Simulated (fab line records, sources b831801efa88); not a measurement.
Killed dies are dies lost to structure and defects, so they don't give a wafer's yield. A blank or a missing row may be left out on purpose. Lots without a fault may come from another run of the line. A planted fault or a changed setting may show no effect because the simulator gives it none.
Problem report in the 8D (eight disciplines) form, filled by code | flow sfq_line | the parts of the form that need people (team, actions taken, sign-off) are left out

1. THE PROBLEM
time_to_endpoint_s at SFQ_TRILAYER_I1_CMP_CMP_046 reads a mean of 252 s on 2 wafers of 1 lot; wafers without a fault read 215 s with a standard deviation of 6.8. That is +5.5 standard deviations from the usual mean.
The step: polishes SiO2.
First seen on wafer L396.4, day 20 21:34, on cmp-02. The record holds 33 wafers of 11 lots with a number at this step. Rule for "out", or "out of limits": more than 4 standard deviations from the usual mean. The other wafers with a number count as sound.

2. WHAT IT IS AND WHAT IT IS NOT
question                    | is                 | is not
which readings at this step | time_to_endpoint_s | head_pressure_psi, motor_current_A
which lots                  | L396               | L386, L387, L394, L399, L403, L405, L406, L407, L408, L409
which wafers of those lots  | L396.1, L396.4     | L396.5
read on which tools         | cmp-02             | cmp-01
when                        | from day 20 21:34  | up to then (9 sound wafers); but 22 sound wafers of L396, L399, L403, L405, L406, L407, L408, L409 came after

3. SUSPECTS, AND WHAT RULES EACH OUT
Counting: a tool at a process step up to the reading stays a suspect if it ran every lot that is out. Sound lots after the first of them don't rule it out here, since some wafers of a struck lot are sound.
- cmp-02 at SFQ_TRILAYER_I1_CMP_CMP_046 (polishes SiO2): kept. It ran the lot that is out, L396 (day 20 21:34); its last sound lot up to then is L394 (day 20 15:34). Its own readings are out on those wafers: time_to_endpoint_s.
- Within cmp-02 at SFQ_TRILAYER_I1_CMP_CMP_046: the wafers that are out ran in chambers 0, 1; their sound lot-mates ran in chamber 3.
Left after counting: cmp-02 at SFQ_TRILAYER_I1_CMP_CMP_046.

4. THE CAUSE (what the simulator had put in)
Process parameter drift: cmp-02, from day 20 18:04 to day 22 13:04, at SFQ_TRILAYER_I1_CMP_CMP_046. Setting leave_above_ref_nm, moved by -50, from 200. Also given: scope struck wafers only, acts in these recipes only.
Counting left only this tool.

5. THE CHAIN OF EFFECTS, in route order
Each row: a reading whose mean over the struck wafers that have a number lies more than 3 standard deviations from the usual. Only readings for which the record gives a usual standard deviation are gone through. hours: the time from each lot's start at the first step in this table that gives one to its start at this step, as a median over the lots. sigmas: the change in usual standard deviations.
hours | step                                  | reading            | usual      | on struck wafers | change | sigmas
0     | SFQ_TRILAYER_I1_CMP_CMP_046           | time_to_endpoint_s | 215 s      | 252              | +38    | +5.5
3     | SFQ_TRILAYER_I1_METRO_MEASURE_047     | thk_nm             | 199.8 nm   | 150.6            | -49.2  | -49
130   | SFQ_TRILAYER_I1_VIA_ETCH_VIA_ETCH_052 | oes_product_au     | 0.854 a.u. | 0.736            | -0.118 | -22
The process steps in it:
- SFQ_TRILAYER_I1_CMP_CMP_046: polishes SiO2.
- SFQ_TRILAYER_I1_METRO_MEASURE_047
- SFQ_TRILAYER_I1_VIA_ETCH_VIA_ETCH_052: etches SiO2 in CHF3, stops on Nb, target depth 260 nm.
Later measuring or inspecting steps at which every struck wafer that the step has a row for has a number for every such reading, and none has moved that far: SFQ_M2_OVL_MEAS_916, SFQ_M5_OVL_MEAS_932.

6. WHAT WOULD HAVE CAUGHT IT SOONER
In this record the first reading out of limits was taken at day 20 21:34, 4 hours after the fault began at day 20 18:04.
